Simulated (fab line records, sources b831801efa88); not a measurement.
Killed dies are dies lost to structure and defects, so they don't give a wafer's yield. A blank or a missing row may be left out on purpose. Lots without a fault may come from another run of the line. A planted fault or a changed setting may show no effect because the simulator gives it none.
Which tool did it? | flow gf180mcu | 13 lots, 39 wafers sampled, at 4 steps of a route of 602

WHAT THE GAUGES READ, wafer by wafer
GF_CONTACT_RS_MEAS_25: measures by four-point-probe. Usual: CONTACT_W_RS 0.383 ohm/sq, standard deviation 0.0033.
lot  | measured     | on            | CONTACT_W_RS (ohm/sq) | flag
L944 | day 17 11:30 | film_metro-04 | 0.385 0.383 0.383     |
L945 | day 17 14:25 | film_metro-03 | 0.388 0.389 0.389     |
L946 | day 18 02:41 | film_metro-02 | 0.380 0.382 0.379     |
L947 | day 18 10:23 | film_metro-04 | 0.387 0.383 0.386     |
L948 | day 18 19:14 | film_metro-04 | 0.387 0.387 0.385     |
L952 | day 20 16:34 | film_metro-03 | 0.379 0.381 0.382     |
L954 | day 21 01:47 | film_metro-03 | 0.390 0.386 0.389     |
L957 | day 22 03:59 | film_metro-03 | 0.387 0.382 0.379     |
L959 | day 22 21:58 | film_metro-04 | 0.381 0.383 0.378     |
L960 | day 23 10:10 | film_metro-02 | 0.384 0.382 0.384     |
L961 | day 24 07:41 | film_metro-04 | 0.388 0.381 0.382     |
L962 | day 24 09:19 | film_metro-03 | 0.381 0.380 0.382     |
L963 | day 24 22:41 | film_metro-04 | 0.383 0.390 0.387     |

GF_V1_THK_MEAS_01. Usual: V1_CVD_00_THK 597 nm, standard deviation 5.8.
lot  | measured     | on            | V1_CVD_00_THK (nm) | flag
L944 | day 18 11:26 | film_metro-03 | 587 596 597        |
L945 | day 18 15:07 | film_metro-01 | 586 584 587        |
L946 | day 19 04:15 | film_metro-03 | 596 596 597        |
L947 | day 19 11:50 | film_metro-03 | 592 584 585        |
L948 | day 19 20:57 | film_metro-02 | 597 592 599        |
L952 | day 21 18:33 | film_metro-03 | 599 595 592        |
L954 | day 22 02:54 | film_metro-01 | 586 587 591        |
L957 | day 23 05:04 | film_metro-03 | 599 593 603        |
L959 | day 23 21:43 | film_metro-01 | 595 601 597        |
L960 | day 24 09:48 | film_metro-01 | 591 598 594        |
L961 | day 25 06:37 | film_metro-01 | 605 601 599        |
L962 | day 25 08:20 | film_metro-01 | 599 592 597        |
L963 | day 25 21:22 | film_metro-02 | 598 596 599        |

GF_M2_THK_MEAS_06: measures by xrf. Usual: M2_ALCU_THK 448 nm, standard deviation 4.5.
lot  | measured     | on            | M2_ALCU_THK (nm) | flag
L944 | day 19 13:43 | film_metro-01 | 450 448 445      |
L945 | day 19 17:08 | film_metro-04 | 452 455 454      |
L946 | day 20 06:58 | film_metro-02 | 450 450 446      |
L947 | day 20 14:38 | film_metro-01 | 444 446 443      |
L948 | day 20 23:23 | film_metro-01 | 449 448 447      |
L952 | day 22 19:56 | film_metro-01 | 451 451 453      |
L954 | day 23 04:02 | film_metro-01 | 446 450 441      |
L957 | day 24 05:46 | film_metro-01 | 450 449 447      |
L959 | day 24 21:34 | film_metro-02 | 449 445 450      |
L960 | day 25 09:31 | film_metro-01 | 452 443 446      |
L961 | day 26 06:21 | film_metro-04 | 445 449 448      |
L962 | day 26 08:26 | film_metro-04 | 454 445 456      |
L963 | day 26 20:36 | film_metro-01 | 445 440 443      |

WHICH TOOL RAN EACH LOT (tool, then ch and the chambers of the sampled wafers, then the start)
lot  | GF_LVPWELL_EXPOSE_04
L944 | iline_stepper-01 ch 0, day 4 13:15
L945 | iline_stepper-02 ch 0, day 4 17:45
L946 | iline_stepper-02 ch 0, day 4 22:36
L947 | iline_stepper-01 ch 0, day 5 03:59
L948 | iline_stepper-02 ch 0, day 5 11:25
L952 | iline_stepper-02 ch 0, day 6 11:03
L954 | iline_stepper-02 ch 0, day 6 19:34
L957 | iline_stepper-01 ch 0, day 7 10:47
L959 | iline_stepper-01 ch 0, day 7 23:30
L960 | iline_stepper-01 ch 0, day 8 09:03
L961 | iline_stepper-02 ch 0, day 8 22:09
L962 | iline_stepper-01 ch 0, day 8 22:36
L963 | iline_stepper-02 ch 0, day 9 11:12
- GF_LVPWELL_EXPOSE_04: exposes mask LVPWELL, target cd 600 nm.

WHAT THE TOOLS THEMSELVES READ (means of the sampled wafers that have a number; where no wafer has one, the mark that the record gives instead)
GF_LVPWELL_EXPOSE_04. Usual: reticle_temp_C 23.00 C, standard deviation 0.11.
lot  | tool             | reticle_temp_C (C) | flag
L944 | iline_stepper-01 | 22.87              |
L945 | iline_stepper-02 | 23.02              |
L946 | iline_stepper-02 | 23.04              |
L947 | iline_stepper-01 | 23.14              |
L948 | iline_stepper-02 | 22.95              |
L952 | iline_stepper-02 | 23.10              |
L954 | iline_stepper-02 | 22.95              |
L957 | iline_stepper-01 | 22.95              |
L959 | iline_stepper-01 | 23.00              |
L960 | iline_stepper-01 | 23.07              |
L961 | iline_stepper-02 | 23.08              |
L962 | iline_stepper-01 | 22.90              |
L963 | iline_stepper-02 | 23.03              |

THE ANSWER, worked out from the rows above alone
Rule: a lot is off if the mean of its wafers that have a number lies more than 3 standard deviations from the usual mean. A lot without any number at a reading at which 4 lots or more have one is off too. The other lots that the step has rows for count as sound. The gauges are gone through in route order, then the tools' own readings, and for those a lot's mean is taken as printed above. The first step at which some lot is off is used, and at that step the reading that is off furthest; a lot without a number counts as furthest.
No lot is off at any reading shown: from this, nothing can be told.

WHAT THE SIMULATOR HAD PUT IN
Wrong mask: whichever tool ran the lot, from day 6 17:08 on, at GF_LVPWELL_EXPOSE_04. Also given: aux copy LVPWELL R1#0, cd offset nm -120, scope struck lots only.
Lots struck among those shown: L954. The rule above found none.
